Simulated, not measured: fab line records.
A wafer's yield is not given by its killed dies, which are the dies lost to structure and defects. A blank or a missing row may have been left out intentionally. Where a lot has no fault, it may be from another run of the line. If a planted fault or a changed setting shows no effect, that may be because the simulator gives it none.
A struck lot beside a sound one -- flow sfq line -- 28 out of 325 route steps
Sound: wafers L336.1, L336.2, L336.5. Struck: wafer L342.2. (L342.1, L342.6 of the same lot were not struck and are left out.) The cause comes at the end.
Each step with rows lists, per side, the tool, then ch with its chambers, then its first start. Under that, the readings that differ: sound wafers -- struck wafers -- difference of the means -- sigmas: that difference in standard deviations of wafers without a fault.
alike: readings whose means differ by less than 2 such deviations, and words and numbers that are the same on both sides. not compared: withheld readings, readings that some wafer has no value for, bounds like >300 that may hide the same value, and numbers for which the record gives no deviation and whose values overlap.
A row with sigmas, a row that says differs or no value, or rows on one side alone: a step with any of these is where the two part. When numbers do not overlap yet have no deviation, they are printed without sigmas and do not part them. A reading missing from all wafers of one side parts the sides only when that side holds two or more wafers.

first, 6 steps without rows for these wafers: SFQ_TRILAYER_M1_LITHO_COAT_044 (resist thk 62 nm); SFQ_TRILAYER_M1_LITHO_COAT_039 (resist thk 600 nm); SFQ_TRILAYER_M1_LITHO_SOFTBAKE_043; SFQ_TRILAYER_M1_LITHO_EXPOSE_040 (exposes mask M1, target cd 500 nm); SFQ_TRILAYER_M1_LITHO_PEB_042 (peb time 60 s); SFQ_TRILAYER_M1_LITHO_DEVELOP_041 (time 60 s).
SFQ_M1_OVL_MEAS_911:
  sound on overlay-01, day 23 18:16; struck on overlay-02, day 26 08:29
  alike: M1_OVL
SFQ_TRILAYER_M1_BARC_OPEN_METAL_ETCH_054: etches BARC in O2, target depth 125 nm, time 41.7 s.
  sound on rie metal-04 ch 0,1, day 23 18:19; struck on rie metal-04 ch 1, day 26 08:31
  alike: bias w, drypump motor current A, oes product au
  not compared: rf hours counter h
then, 1 step without rows for these wafers: SFQ_TRILAYER_M1_ETCH_METAL_ETCH_042 (etches Nb in Cl2/Ar, stops on SiO2, target depth 240 nm, time 120 s).
SFQ_TRILAYER_M1_STRIP_STRIP_043: strips in O2.
  sound on rie metal-04 ch 0,1, day 23 18:29; struck on rie metal-04 ch 1, day 26 08:43
  alike: drypump motor current A, oes product au
  not compared: rf hours counter h
then, 1 step without rows for these wafers: SFQ_TRILAYER_M1_STRIP_SOLV_CLEAN_044 (cleans in NMP, time 600 s).
SFQ_TRILAYER_I1_DEP_PECVD_045: deposits SiO2 from SiH4/N2O, time 111.11 s, target thk 500 nm.
  sound on pecvd-04 ch 1,2, day 23 19:16; struck on pecvd-04 ch 2, day 26 09:29
  alike: heater power w, throttle valve pct
SFQ_TRILAYER_I1_CMP_CMP_046: polishes SiO2.
  sound on cmp-02 ch 1,2, day 23 19:20; struck on cmp-02 ch 0, day 26 12:47
reading,sound,struck,difference,sigmas
model.SiO2_of_TRILAYER_I1_DEP_PECVD_045.thk nm (nm),200.1 201.1 200.4,213.6,+13.1,
  alike: motor current A, time to endpoint s
SFQ_I1_BOW_MEAS_912:
  sound on film metro-02, day 23 22:20; struck on film metro-04, day 26 14:47
  alike: I1_BOW
SFQ_TRILAYER_I1_METRO_MEASURE_047:
  sound on film metro-02, day 23 22:28; struck on film metro-04, day 26 14:54
reading,sound,struck,difference,sigmas
thk nm (nm),200.2 201.0 200.5,213.6,+13.0,+12
then, 6 steps without rows for these wafers: SFQ_TRILAYER_I1_VIA_LITHO_COAT_054 (resist thk 62 nm); SFQ_TRILAYER_I1_VIA_LITHO_COAT_049 (resist thk 650 nm); SFQ_TRILAYER_I1_VIA_LITHO_SOFTBAKE_053; SFQ_TRILAYER_I1_VIA_LITHO_EXPOSE_050 (exposes mask I1, target cd 500 nm); SFQ_TRILAYER_I1_VIA_LITHO_PEB_052 (peb time 60 s); SFQ_TRILAYER_I1_VIA_LITHO_DEVELOP_051 (time 60 s).
-- the record jumps here: 7 days lie between the struck wafers' starts before and after --
SFQ_I1_OVL_MEAS_913:
  sound on overlay-01, day 30 16:11; struck on overlay-01, day 33 09:28
  alike: I1_OVL
SFQ_TRILAYER_I1_VIA_BARC_OPEN_VIA_ETCH_071: etches BARC in O2, target depth 125 nm, time 41.7 s.
  sound on rie diel-01 ch 0,2,3, day 30 16:13; struck on rie diel-04 ch 2, day 33 09:30
  alike: bias w, drypump motor current A, oes product au
  not compared: rf hours counter h
SFQ_TRILAYER_I1_VIA_ETCH_VIA_ETCH_052: etches SiO2 in CHF3, stops on Nb, target depth 260 nm.
  sound on rie diel-01 ch 0,2,3, day 30 16:16; struck on rie diel-04 ch 2, day 33 09:32
reading,sound,struck,difference,sigmas
oes product au (a.u.),0.855 0.853 0.858,0.888,+0.033,+7
model.I1.feature depth nm (nm),200.1 201.1 200.4,213.6,+13.1,
model.etch.depth nm (nm),200.1 201.1 200.4,213.6,+13.1,
  alike: bias w, drypump motor current A
then, 2 steps without rows for these wafers: SFQ_TRILAYER_I1_VIA_STRIP_STRIP_053 (strips in O2); SFQ_TRILAYER_I1_VIA_STRIP_SOLV_CLEAN_054 (cleans in NMP, time 600 s).
SFQ_TRILAYER_M2_DEP_PRE_CLEAN_056: time 22.5 s.
  sound on pvd sputter-03, day 30 17:09; struck on pvd sputter-05, day 33 10:26
reading,sound,struck,difference,sigmas
model.SiO2_of_TRILAYER_I1_DEP_PECVD_045.thk nm (nm),192.6 193.6 192.9,206.1,+13.1,
SFQ_TRILAYER_M2_DEP_SPUTTER_055: material Nb, target thk 200 nm, time 133.3 s.
  sound on pvd sputter-03, day 30 17:11; struck on pvd sputter-05, day 33 10:27
  alike: base pressure pa, resputter cathode voltage v, throttle valve pct

== WHERE THEY PART ==
First at SFQ_TRILAYER_I1_METRO_MEASURE_047; last, within this record, at SFQ_TRILAYER_I1_VIA_ETCH_VIA_ETCH_052. Later steps at which nothing parts them and some readings are alike: SFQ_TRILAYER_M2_DEP_SPUTTER_055.

WHY: whatever the simulator had introduced
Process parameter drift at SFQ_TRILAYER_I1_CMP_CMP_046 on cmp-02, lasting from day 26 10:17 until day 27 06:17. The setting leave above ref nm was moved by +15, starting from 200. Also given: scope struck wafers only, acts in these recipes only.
